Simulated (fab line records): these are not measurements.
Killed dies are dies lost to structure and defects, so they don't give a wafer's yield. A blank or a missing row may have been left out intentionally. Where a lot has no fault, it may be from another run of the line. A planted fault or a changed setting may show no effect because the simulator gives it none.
fab line records	flow sky130
[record] lots = 6	wafers = 18	last_day = 49
route steps=708 shown METAL5@671 PASSIVATION@681 PAD_OPEN@694
lots untouched by any fault: they come from a run of this same line in which no faults occurred
start_h: the number of hours between the record's first day and the start of the first shown wafer of the lot	wait_h: how many hours have passed since the lot's step before this one	" repeats the value in the row above	L1.1+2: a single row standing in for several wafers	- either no value or no given start	* or withheld: withheld	< > ~ a bound
route shown NAME@n: a module of which the file shows steps, and the number in the route of the first	usual: mean/standard deviation taken from wafers without a fault	same: alike in all rows	chamber/n: place in a boat	sites: each site's reading	_std_site: standard deviation across them	_edge_site: outer sites' mean less inner sites'	radius_mm: for every site, how far away it sits from the centre of the wafer	mask NAME#n: copy n	behind: the last tool/chamber to shape the wafer	hold: reason for holding the lot/hours on hold/outcome of the hold	device: transistor that didn't switch, given as n, p or np	end of line: tests of these same wafers at the route's end	a step without rows: its recipe alone	killed: not the wafer's yield, but the dies lost to structure and defects at the first sort	map: per-die view of a wafer (x killed, . not killed, _ where there is no die)
set.NAME: the setting that was run; set.NAME@STEP: the one run at that earlier step	model.NAME: the simulator's own value behind a step, which no gauge read
lots seen at some steps along the route; tables by step, rows by wafer
services: when a tool's chamber went out of use (start_h, in hours from the record's first day, below 0 if earlier), for how many hours, and the reason
[[steps]]
[step SKY_METAL5_SOFTBAKE_10]
[recipe] temp_c = 90	time_s = 60	resist = NOVOLAK
[step SKY_METAL5_EXPOSE_11]
[recipe] mask_id = MM5	na = 0.6	source_shape = conventional	sigma_outer = 0.6	polarization = unpolarized	target_cd_nm = 1600	dose_mj = 190
[step SKY_METAL5_PEB_12]
[recipe] temp_c = withheld	time_s = *	resist = NOVOLAK
[step SKY_METAL5_DEVELOP_13]
[recipe] resist = NOVOLAK	developer = TMAH	develop_time_s = 60	dev_temp_c = 23
[step SKY_METAL5_DESCUM_14]
[recipe] chemistry = O2	source_power_w = 150	bias_power_w = 0	pressure_mtorr = 10	temp_c = 40	time_s = 11
[usual] drypump_motor_current_A = 5.8/0.55	oes_product_au = 1.000/0.0071	temp_c = 40.02/0.11
lot.wafer	tool	chamber	start_h	wait_h	drypump_motor_current_A	oes_product_au	rf_hours_counter_h	temp_c
L100.1	rie_metal-03	0	1049.15	0.1	5.4	0.994	13	40.29
L100.4	"	0	"	"	5.4	1.001	-	40.16
L100.6	"	1	"	"	6.2	0.993	-	39.83
L102.1	rie_metal-02	0	1064.60	0.1	5.2	1.000	9	40.11
L102.5	"	0	"	"	5.2	1.001	-	40.16
L102.6	"	1	"	"	6.5	1.008	-	40.01
L111.1	rie_metal-04	1	1119.42	0.1	5.1	0.995	17	39.90
L111.4	"	0	"	"	5.5	0.996	-	40.06
L111.6	"	1	"	"	5.1	0.992	-	39.80
L112.2	rie_metal-03	1	1120.98	0.1	6.2	1.000	14	40.03
L112.3	"	0	"	"	5.4	1.003	-	40.15
L112.5	"	1	"	"	6.2	1.004	-	40.02
L115.3	rie_metal-03	0	1134.92	0.1	5.4	0.999	-	39.92
L115.5	"	1	"	"	6.2	0.998	-	40.09
L115.6	"	0	"	"	5.4	1.005	-	40.01
L118.1	rie_metal-03	1	1148.93	0.1	6.2	1.007	16	39.97
L118.3	"	0	"	"	5.4	0.995	-	40.15
L118.4	"	1	"	"	6.2	0.997	-	40.06
[step SKY_METAL5_METAL_ETCH_15]
[recipe] target_depth_a = 12600	stop_on = SiO2	over_etch_frac = 0.2	time_s = 252	chemistry = Cl2/BCl3	resist_sidewall_deg = 86	pressure_mtorr = 10	icp_w = 900	bias_w = 48.5	Cl2_flow_sccm = 60	bcl3_flow_sccm = 30
[usual] drypump_motor_current_A = 5.8/0.54	oes_product_au = 0.894/0.0051	throttle_valve_pct = 22.264/0.0092
[same] over_etch_frac = 0.2
lot.wafer	tool	chamber	start_h	wait_h	drypump_motor_current_A	oes_product_au	rf_hours_counter_h	throttle_valve_pct
L100.1	rie_metal-03	0	1049.19	0.0	5.4	0.892	13	22.266
L100.4	"	0	"	"	5.4	0.890	-	22.276
L100.6	"	1	"	"	6.1	0.894	-	22.255
L102.1	rie_metal-02	0	1064.64	0.0	5.2	0.894	9	22.261
L102.5	"	0	"	"	5.2	0.896	-	22.270
L102.6	"	1	"	"	6.6	0.899	-	22.277
L111.1	rie_metal-04	1	1119.45	0.0	5.1	0.890	17	22.269
L111.4	"	0	"	"	5.6	0.895	-	22.264
L111.6	"	1	"	"	5.1	0.895	-	22.256
L112.2	rie_metal-03	1	1121.02	0.0	6.2	0.894	14	22.255
L112.3	"	0	"	"	5.4	0.898	-	22.259
L112.5	"	1	"	"	6.2	0.887	-	22.262
L115.3	rie_metal-03	0	1135.02	0.1	5.4	0.897	-	22.259
L115.5	"	1	"	"	6.2	0.896	-	22.249
L115.6	"	0	"	"	5.4	0.899	-	22.272
L118.1	rie_metal-03	1	1148.97	0.0	6.2	0.885	16	22.255
L118.3	"	0	"	"	5.4	0.891	-	22.247
L118.4	"	1	"	"	6.2	0.895	-	22.271
[step SKY_METAL5_STRIP_16]
[recipe] chemistry = O2/N2	power_w = 1400	pressure_mtorr = 1500	platen_temp_c = withheld	o2_flow_sccm = 3000	n2_flow_sccm = 300	overash_fraction = 0.5
[step SKY_METAL5_STRIP_17]
[recipe] chemistry = post_etch_residue_remover	time_s = 1200	temp_c = 72.5
[step SKY_METAL5_CLEAN_18]
[recipe] chemistry = IPA	time_s = 180	temp_c = 25
[step SKY_METAL5_CLEAN_19]
[recipe] chemistry = O3/DIW	dry = n2_spin
[step SKY_PASSIVATION_CVD_00]
[recipe] material = SiO2	target_thk_nm = 90	temp_c = 400	time_s = withheld	rf_w = 600
[usual] heater_power_w = 616/71
lot.wafer	tool	chamber	start_h	wait_h	heater_power_w
L100.1	pecvd-03	0	1050.03	0.0	637
L100.4	"	1	"	"	453
L100.6	"	2	"	"	636
L102.1	pecvd-03	2	1065.96	0.0	644
L102.5	"	2	"	"	639
L102.6	"	1	"	"	534
L111.1	pecvd-02	1	1120.28	0.0	594
L111.4	"	1	"	"	588
L111.6	"	2	"	"	731
L112.2	pecvd-01	2	1121.84	0.0	702
L112.3	"	1	"	"	660
L112.5	"	2	"	"	699
L115.3	pecvd-03	2	1135.79	0.0	644
L115.5	"	1	"	"	471
L115.6	"	2	"	"	641
L118.1	pecvd-02	1	1149.79	0.0	582
L118.3	"	0	"	"	604
L118.4	"	1	"	"	580
[step SKY_PASSIVATION_THK_MEAS_01]
[recipe] reads = SiO2_of_PASSIVATION_CVD_00
[usual] PASSIVATION_CVD_00_THK = 90.4/1
lot.wafer	tool	chamber	start_h	wait_h	PASSIVATION_CVD_00_THK[nm]
L100.1	film_metro-02	-	1050.05	-	90.8
L100.4	"	-	"	"	91.3
L100.6	"	-	"	"	91.9
L102.1	film_metro-03	-	1065.98	-	90.1
L102.5	"	-	"	"	90.5
L102.6	"	-	"	"	90.3
L111.1	film_metro-03	-	1120.30	-	89.8
L111.4	"	-	"	"	91.5
L111.6	"	-	"	"	90.1
L112.2	film_metro-02	-	1121.87	-	89.9
L112.3	"	-	"	"	89.5
L112.5	"	-	"	"	91.9
L115.3	film_metro-01	-	1135.83	-	89.7
L115.5	"	-	"	"	90.7
L115.6	"	-	"	"	89.8
L118.1	film_metro-01	-	1149.81	-	90.4
L118.3	"	-	"	"	90.4
L118.4	"	-	"	"	91.9
[step SKY_PASSIVATION_CVD_02]
[recipe] material = Si3N4	target_thk_nm = 540	temp_c = 400	time_s = withheld	rf_w = 450
[usual] heater_power_w = 666/63
lot.wafer	tool	chamber	start_h	wait_h	heater_power_w	model.Si3N4_of_PASSIVATION_CVD_02.thk_nm
L100.1	pecvd-01	0	1050.11	0.1	594	536.1
L100.4	"	0	"	"	618	546.8
L100.6	"	0	"	"	631	543.6
L102.1	pecvd-02	0	1066.04	0.1	710	539.8
L102.5	"	2	"	"	742	541.5
L102.6	"	0	"	"	763	550.4
L111.1	pecvd-02	1	1120.36	0.1	598	530.6
L111.4	"	1	"	"	634	544.2
L111.6	"	0	"	"	726	542.8
L112.2	pecvd-02	2	1121.92	0.0	673	561.2
L112.3	"	0	"	"	722	576.7
L112.5	"	1	"	"	707	544
L115.3	pecvd-02	0	1135.87	0.0	663	565.2
L115.5	"	1	"	"	660	541.4
L115.6	"	2	"	"	720	538
L118.1	pecvd-03	2	1149.87	0.1	686	531.7
L118.3	"	0	"	"	680	524.6
L118.4	"	0	"	"	690	532.6
[step SKY_PASSIVATION_THK_MEAS_03]
[recipe] reads = Si3N4_of_PASSIVATION_CVD_02
[usual] PASSIVATION_CVD_02_THK = 538/6.8
lot.wafer	tool	chamber	start_h	wait_h	PASSIVATION_CVD_02_THK[nm]
L100.1	film_metro-02	-	1050.45	-	536
L100.4	"	-	"	"	547
L100.6	"	-	"	"	543
L102.1	film_metro-01	-	1066.38	-	540
L102.5	"	-	"	"	542
L102.6	"	-	"	"	550
L111.1	film_metro-03	-	1120.58	-	531
L111.4	"	-	"	"	544
L111.6	"	-	"	"	543
L112.2	film_metro-01	-	1122.16	-	562
L112.3	"	-	"	"	577
L112.5	"	-	"	"	545
L115.3	film_metro-03	-	1136.11	-	565
L115.5	"	-	"	"	541
L115.6	"	-	"	"	538
L118.1	film_metro-03	-	1150.10	-	531
L118.3	"	-	"	"	525
L118.4	"	-	"	"	533
[step SKY_PASSIVATION_DEHYDRATE_04]
[recipe] temp_c = 200	time_s = 60
[step SKY_PASSIVATION_HMDS_05]
[recipe] prime_time_s = 60	prime_temp_c = 120
[step SKY_PASSIVATION_COAT_06]
[recipe] spin_rpm = 2000	resist_thk_nm = 3000
[step SKY_PASSIVATION_SOFTBAKE_07]
[recipe] temp_c = 110	time_s = withheld
[step SKY_PASSIVATION_EXPOSE_08]
[recipe] mask_id = NSM	target_cd_nm = 3000	na = 0.57	dose_mj = 260
[step SKY_PASSIVATION_PEB_09]
[recipe] temp_c = 115	time_s = withheld
[step SKY_PASSIVATION_DEVELOP_10]
[recipe] develop_time_s = 60	dev_temp_c = 23
[step SKY_PASSIVATION_ETCH_11]
[recipe] chemistry = CF4/O2	target_depth_nm = 725	stop_on = AlCu	source_w = 800	bias_w = 150	pressure_mtorr = 150	cf4_flow_sccm = 80	O2_flow_sccm = 10	time_s = 161.1
[usual] O2_flow_sccm = 10.003/0.027	drypump_motor_current_A = 5.6/0.42	oes_product_au = 0.977/0.0071	throttle_valve_pct = 5.966/0.0089
lot.wafer	tool	chamber	start_h	wait_h	O2_flow_sccm	drypump_motor_current_A	oes_product_au	rf_hours_counter_h	throttle_valve_pct	model.etch.depth_nm	model.PASSIVATION.feature_depth_nm
L100.1	rie_diel-03	3	1073.40	-	10.008	5.6	0.982	25	5.967	701.7	701.7
L100.4	"	2	"	"	9.980	5.3	0.985	15	5.977	713.5	713.5
L100.6	"	0	"	"	9.992	5.9	0.978	-	5.966	710.4	710.4
L102.1	rie_diel-04	2	1088.30	-	10.021	5.4	0.977	21	5.967	704.9	704.9
L102.5	"	1	"	"	10.013	5.0	0.982	-	5.958	706.5	706.5
L102.6	"	2	"	"	9.997	5.4	0.977	-	5.963	711.5	711.5
L111.1	rie_diel-04	1	1139.63	-	10.026	5.1	0.975	19	5.967	695.4	695.4
L111.4	"	1	"	"	10.019	5.0	0.985	-	5.960	710.5	710.5
L111.6	"	0	"	"	10.002	5.5	0.986	-	5.960	707.9	707.9
L112.2	rie_diel-04	1	1141.65	-	9.986	5.0	0.993	20	5.952	725	725
L112.3	"	0	"	"	10.041	5.4	0.996	10	5.980	724.5	724.5
L112.5	"	2	"	"	10.017	5.4	0.985	-	5.967	709.8	709.8
L115.3	rie_diel-01	2	1154.60	-	10.058	5.6	0.986	23	5.983	719	719
L115.5	"	0	"	"	10.018	5.4	0.980	-	5.986	706.5	706.5
L115.6	"	3	"	"	10.008	6.3	0.970	-	5.960	701.9	701.9
L118.1	rie_diel-04	1	1167.45	-	10.018	5.0	0.970	20	5.964	695.6	695.6
L118.3	"	0	"	"	9.940	5.5	0.960	11	5.970	689	689
L118.4	"	3	"	"	10.016	5.0	0.963	4	5.969	698.1	698.1
[step SKY_PASSIVATION_STRIP_12]
[recipe] chemistry = O2/N2	power_w = 1400	pressure_mtorr = 1500	platen_temp_c = withheld	overash_fraction = 0.7	o2_flow_sccm = 3000	n2_flow_sccm = 300
[usual] drypump_motor_current_A = 5.78/0.29	oes_product_au = 0.661/0.0047	strip_time_to_endpoint_s = 31.54/0.1
lot.wafer	tool	chamber	start_h	wait_h	drypump_motor_current_A	oes_product_au	rf_hours_counter_h	strip_time_to_endpoint_s
L100.1	plasma_asher-01	0	1073.51	0.1	5.76	0.654	95	31.53
L100.4	"	0	"	"	5.77	0.657	-	31.40
L100.6	"	1	"	"	5.74	0.661	-	31.57
L102.1	plasma_asher-03	0	1088.40	0.1	5.97	0.656	2	31.59
L102.5	"	1	"	"	5.65	0.662	-	31.46
L102.6	"	0	"	"	5.95	0.665	-	31.56
L111.1	plasma_asher-01	1	1139.74	0.1	5.75	0.656	101	31.53
L111.4	"	0	"	"	5.75	0.662	-	31.54
L111.6	"	1	"	"	5.76	0.669	-	31.53
L112.2	plasma_asher-01	0	1141.75	0.1	5.75	0.655	102	31.61
L112.3	"	0	"	"	5.76	0.667	-	31.71
L112.5	"	0	"	"	5.76	0.656	-	31.67
L115.3	plasma_asher-01	0	1154.74	0.1	5.77	0.665	-	31.52
L115.5	"	0	"	"	5.75	0.656	-	31.45
L115.6	"	1	"	"	5.73	0.658	-	31.45
L118.1	plasma_asher-01	1	1167.55	0.1	5.72	0.657	106	31.53
L118.3	"	1	"	"	5.73	0.663	-	31.66
L118.4	"	0	"	"	5.75	0.666	-	31.55
[step SKY_PAD_OPEN_DEHYDRATE_00]
[recipe] temp_c = 200	time_s = 60
[step SKY_PAD_OPEN_HMDS_01]
[recipe] prime_time_s = 60	prime_temp_c = 120
[step SKY_PAD_OPEN_COAT_02]
[recipe] spin_rpm = 2000	resist_thk_nm = 3000
[step SKY_PAD_OPEN_SOFTBAKE_03]
[recipe] temp_c = 110	time_s = withheld
[step SKY_PAD_OPEN_EXPOSE_04]
[recipe] mask_id = PDM	target_cd_nm = 60000	na = 0.57	dose_mj = 260
[step SKY_PAD_OPEN_PEB_05]
[recipe] temp_c = 115	time_s = withheld
[step SKY_PAD_OPEN_DEVELOP_06]
[recipe] develop_time_s = 60	dev_temp_c = 23
[step SKY_PAD_OPEN_ETCH_07]
[recipe] chemistry = CF4/O2	target_depth_nm = 725	stop_on = AlCu	source_w = 800	bias_w = 150	pressure_mtorr = 150	cf4_flow_sccm = 80	O2_flow_sccm = 10	time_s = 161.1
[usual] O2_flow_sccm = 10.001/0.028	drypump_motor_current_A = 5.7/0.43	oes_product_au = 0.977/0.0071	throttle_valve_pct = 5.964/0.01
lot.wafer	tool	chamber	start_h	wait_h	O2_flow_sccm	drypump_motor_current_A	oes_product_au	rf_hours_counter_h	throttle_valve_pct	model.PAD_OPEN.feature_depth_nm	model.etch.depth_nm
L100.1	rie_diel-03	3	1095.05	-	10.015	5.7	0.972	26	5.958	701.7	701.7
L100.4	"	2	"	"	10.016	5.3	0.986	16	5.957	713.5	713.5
L100.6	"	3	"	"	10.012	5.7	0.984	-	5.936	710.4	710.4
L102.1	rie_diel-02	2	1108.40	-	10.007	5.0	0.982	26	5.981	704.9	704.9
L102.5	"	0	"	"	9.990	5.2	0.973	-	5.947	706.5	706.5
L102.6	"	1	"	"	9.998	5.4	0.990	-	5.995	715.7	715.7
L111.1	rie_diel-01	0	1158.12	-	9.989	5.4	0.975	19	5.958	695.4	695.4
L111.4	"	3	"	"	10.053	6.3	0.983	23	5.976	710.5	710.5
L111.6	"	1	"	"	9.991	6.5	0.980	-	5.964	707.9	707.9
L112.2	rie_diel-03	3	1159.78	-	9.981	5.7	0.985	28	5.970	725	725
L112.3	"	2	"	"	10.016	5.3	0.999	19	5.967	721.6	721.6
L112.5	"	3	"	"	9.978	5.6	0.976	-	5.966	709.8	709.8
L115.3	rie_diel-01	3	1172.07	-	10.005	6.3	0.992	23	5.973	724.1	724.1
L115.5	"	0	"	"	10.002	5.4	0.978	-	5.954	706.5	706.5
L115.6	"	3	"	"	9.989	6.3	0.982	-	5.967	701.9	701.9
L118.1	rie_diel-03	2	1184.43	-	10.029	5.2	0.968	21	5.941	695.6	695.6
L118.3	"	3	"	"	10.005	5.6	0.962	30	5.960	689	689
L118.4	"	1	"	"	9.999	5.7	0.978	-	5.972	698.1	698.1
[step SKY_PAD_OPEN_STRIP_08]
[recipe] chemistry = O2/N2	power_w = 1400	pressure_mtorr = 1500	platen_temp_c = withheld	overash_fraction = 0.7	o2_flow_sccm = 3000	n2_flow_sccm = 300
[usual] drypump_motor_current_A = 5.6/0.32	oes_product_au = 0.664/0.0047	strip_time_to_endpoint_s = 37.11/0.096
lot.wafer	tool	chamber	start_h	wait_h	drypump_motor_current_A	oes_product_au	rf_hours_counter_h	strip_time_to_endpoint_s
L100.1	plasma_asher-02	0	1095.15	0.1	6.4	0.657	67	37.12
L100.4	"	1	"	"	5.2	0.665	-	37.17
L100.6	"	0	"	"	6.4	0.659	-	37.23
L102.1	plasma_asher-04	0	1108.50	0.1	5.3	0.664	37	37.28
L102.5	"	0	"	"	5.3	0.660	-	37.17
L102.6	"	1	"	"	5.7	0.658	-	37.26
L111.1	plasma_asher-04	0	1158.22	0.1	5.3	0.661	43	37.03
L111.4	"	1	"	"	5.7	0.665	-	37.05
L111.6	"	1	"	"	5.7	0.660	-	37.07
L112.2	plasma_asher-04	1	1159.89	0.1	5.6	0.664	44	36.91
L112.3	"	0	"	"	5.3	0.664	-	37.05
L112.5	"	0	"	"	5.3	0.658	-	36.91
L115.3	plasma_asher-04	0	1172.21	0.1	5.3	0.660	-	37.10
L115.5	"	1	"	"	5.7	0.653	-	37.10
L115.6	"	0	"	"	5.3	0.669	-	37.17
L118.1	plasma_asher-04	1	1184.54	0.1	5.6	0.667	47	37.12
L118.3	"	1	"	"	5.6	0.662	-	37.09
L118.4	"	0	"	"	5.3	0.669	-	37.01
[step SKY_PAD_OPEN_STRIP_09]
[recipe] chemistry = post_etch_residue_remover	time_s = 1200	temp_c = 72.5
[usual] bath_heat_duty_pct = 14.7/2.3	temp_c = 72.50/0.13
lot.wafer	tool	chamber	start_h	wait_h	bath_heat_duty_pct	temp_c	model.Si3N4_of_PASSIVATION_CVD_02.thk_nm
L100.1	wet_bench-01	1	1095.25	0.1	16.8	72.49	535.7
L100.4	"	1	"	"	16.4	72.58	546.4
L100.6	"	1	"	"	17.2	72.51	543.3
L102.1	wet_bench-01	1	1108.60	0.1	15.8	72.55	539.4
L102.5	"	1	"	"	16.1	72.65	541.2
L102.6	"	1	"	"	16.2	72.48	550.1
L111.1	wet_bench-02	1	1158.32	0.1	14.8	72.37	530.3
L111.4	"	1	"	"	14.2	72.52	543.8
L111.6	"	1	"	"	15.5	72.28	542.4
L112.2	wet_bench-01	0	1159.99	0.1	13.4	72.60	560.8
L112.3	"	0	"	"	13.7	72.40	576.3
L112.5	"	0	"	"	13.7	72.56	543.7
L115.3	wet_bench-01	1	1172.27	0.0	17.5	72.45	564.8
L115.5	"	1	"	"	16.7	72.42	541.1
L115.6	"	1	"	"	16.2	72.38	537.7
L118.1	wet_bench-02	3	1184.68	0.1	15.7	72.46	531.4
L118.3	"	3	"	"	16.0	72.42	524.2
L118.4	"	3	"	"	15.9	72.47	532.3
[step SKY_PAD_OPEN_CLEAN_10]
[recipe] chemistry = IPA	time_s = 180	temp_c = 25
[step SKY_PAD_OPEN_PROBE_99]
[usual] defect_limited_yield = 82.5/2	killed_at_M0_to_M3 = 43/7.1	killed_at_M4_up = 3.3/2	killed_at_contacts = 24/5.1	killed_at_front_end = 15/4.6	killed_at_other = 0.3/0.6	killed_dies = 86/9.6	killed_open = 46/7.3	killed_short = 39/6.7	sort_bin_3_pad_short = 0.9/0.44	sort_bin_5_function = 10.4/1.5	sort_bin_6_memory = 6.2/1.1	sort_n_pass = 406/9.6	sort_yield_pct = 82.5/2
[same] gross_dies = 492	killed_at_back_side = 0	sort_bin_4_leakage[%] = 0	sort_bin_8_speed[%] = 0
lot.wafer	tool	chamber	start_h	wait_h	defect_limited_yield[%]	killed_at_M0_to_M3	killed_at_M4_up	killed_at_contacts	killed_at_front_end	killed_at_other	killed_dies	killed_open	killed_short	sort_bin_3_pad_short[%]	sort_bin_5_function[%]	sort_bin_6_memory[%]	sort_n_pass	sort_yield_pct[%]
L100.1	prober-02	-	1097.36	0.1	79.9	43	6	25	23	2	99	53	45	0.4	11.4	8.3	393	79.9
L100.4	prober-02	-	1097.51	0.2	79.7	52	4	33	10	1	100	55	45	0.4	14.2	5.7	392	79.7
L100.6	prober-02	-	1097.61	0.2	84.1	37	4	26	10	1	78	47	31	0.4	8.1	7.3	414	84.1
L111.1	prober-02	-	1160.43	0.1	83.7	47	2	17	14	0	80	42	38	0.6	10.2	5.5	412	83.7
L111.4	prober-02	-	1160.58	0.2	82.5	49	2	19	16	0	86	46	40	0.8	10.2	6.5	406	82.5
L111.6	prober-02	-	1160.68	0.2	85.6	39	1	24	7	0	71	35	36	0.8	9.1	4.5	421	85.6
// killed by level:class
L100.1 CONTACT:geometric_particle:open=14 VIA1:geometric_particle:open=6 VIA2:geometric_particle:short=6 VIA3:geometric_particle:open=6 FIELD_ISO:geometric_particle:short=5 METAL1:geometric_particle:short=5 LI_CONTACT:geometric_particle:open=5 POLY_GATE:geometric_particle:open=4
L100.4 CONTACT:geometric_particle:open=13 VIA1:geometric_particle:open=12 VIA3:geometric_particle:open=9 VIA2:geometric_particle:open=7 LI_CONTACT:geometric_particle:open=6 VIA2:geometric_particle:short=6 VIA3:geometric_particle:short=6 CONTACT:geometric_particle:short=5
L100.6 VIA1:geometric_particle:open=12 CONTACT:geometric_particle:open=11 VIA2:geometric_particle:open=6 VIA3:geometric_particle:open=6 LI_CONTACT:geometric_particle:open=5 LOCAL_INTERCONNECT:geometric_particle:short=5 METAL1:geometric_particle:short=5 CONTACT:geometric_particle:short=4
L111.1 VIA1:geometric_particle:open=12 METAL2:geometric_particle:short=8 CONTACT:geometric_particle:open=6 VIA2:geometric_particle:open=5 VIA3:geometric_particle:open=5 LI_CONTACT:geometric_particle:open=4 METAL1:geometric_particle:short=4 VIA1:geometric_particle:short=4
L111.4 VIA2:geometric_particle:open=10 VIA1:geometric_particle:open=9 LI_CONTACT:geometric_particle:open=8 LOCAL_INTERCONNECT:geometric_particle:short=6 METAL1:geometric_particle:short=6 METAL3:geometric_particle:short=6 POLY_CUT:geometric_particle:open=5 VIA3:geometric_particle:short=5
L111.6 METAL2:geometric_particle:short=10 CONTACT:geometric_particle:open=9 LOCAL_INTERCONNECT:geometric_particle:short=7 VIA1:geometric_particle:open=6 VIA3:geometric_particle:open=5 VIA2:geometric_particle:open=5 CONTACT:geometric_particle:short=4 METAL1:geometric_particle:short=4
[[services]]
tool	chamber	start_h	hours	kind
rie_metal-03	-	1025.77	2.8	pm
plasma_asher-03	-	1026.99	1.8	repair
rie_metal-03	-	1030.18	14.6	pm
pecvd-02	2	1033.91	5.8	repair
rie_metal-02	-	1035.55	1.0	repair
pecvd-01	1	1038.85	21.9	repair
rie_diel-02	2	1042.07	14.4	repair
plasma_asher-01	-	1056.06	0.4	repair
rie_diel-01	3	1059.85	4.8	repair
rie_diel-04	3	1070.92	5.0	repair
rie_metal-03	-	1081.79	5.9	repair
rie_diel-04	-	1098.04	0.7	repair
pecvd-03	-	1109.69	14.6	pm
pecvd-01	-	1115.55	6.0	pm
pecvd-01	-	1122.52	20.3	repair
rie_diel-04	3	1132.54	9.9	repair
pecvd-01	-	1142.83	2.8	pm
rie_diel-01	3	1143.54	4.0	repair
rie_diel-04	3	1146.66	3.4	repair
rie_diel-03	-	1147.68	4.3	repair
rie_metal-02	-	1153.49	2.1	repair
rie_diel-03	0	1168.75	26.9	repair
pecvd-01	1	1180.37	20.2	repair
rie_metal-04	-	1184.08	2.8	pm
[[key]]
[first_sign] step = SKY_PASSIVATION_THK_MEAS_03	reading = PASSIVATION_CVD_02_THK	direction = up	sigmas = 4.4	usual = 538	struck = 568
effect none on later readings
[model_effect] step = SKY_PASSIVATION_CVD_02	value = Si3N4_of_PASSIVATION_CVD_02.thk_nm	without = 541.7	struck = 567.7
[model_effect] step = SKY_PASSIVATION_ETCH_11	value = etch.depth_nm	without = 705.1	struck = 722.8
[model_effect] step = SKY_PAD_OPEN_ETCH_07	value = PAD_OPEN.feature_depth_nm	without = 705.1	struck = 723.6
[model_effect] step = SKY_PAD_OPEN_STRIP_09	value = Si3N4_of_PASSIVATION_CVD_02.thk_nm	without = 541.3	struck = 567.3
met_at SKY_PASSIVATION_CVD_02
struck_wafers L112.2,L112.3,L115.3
onset_between 1120.36 1121.92
[fault] kind = process_parameter_drift	tool = pecvd-02	chamber = -	onset_h = 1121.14	steps = SKY_PASSIVATION_CVD_02	channel = time_s	offset = withheld	shape = step	end_h = 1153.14	scope = struck_wafers_only	acts_in = *
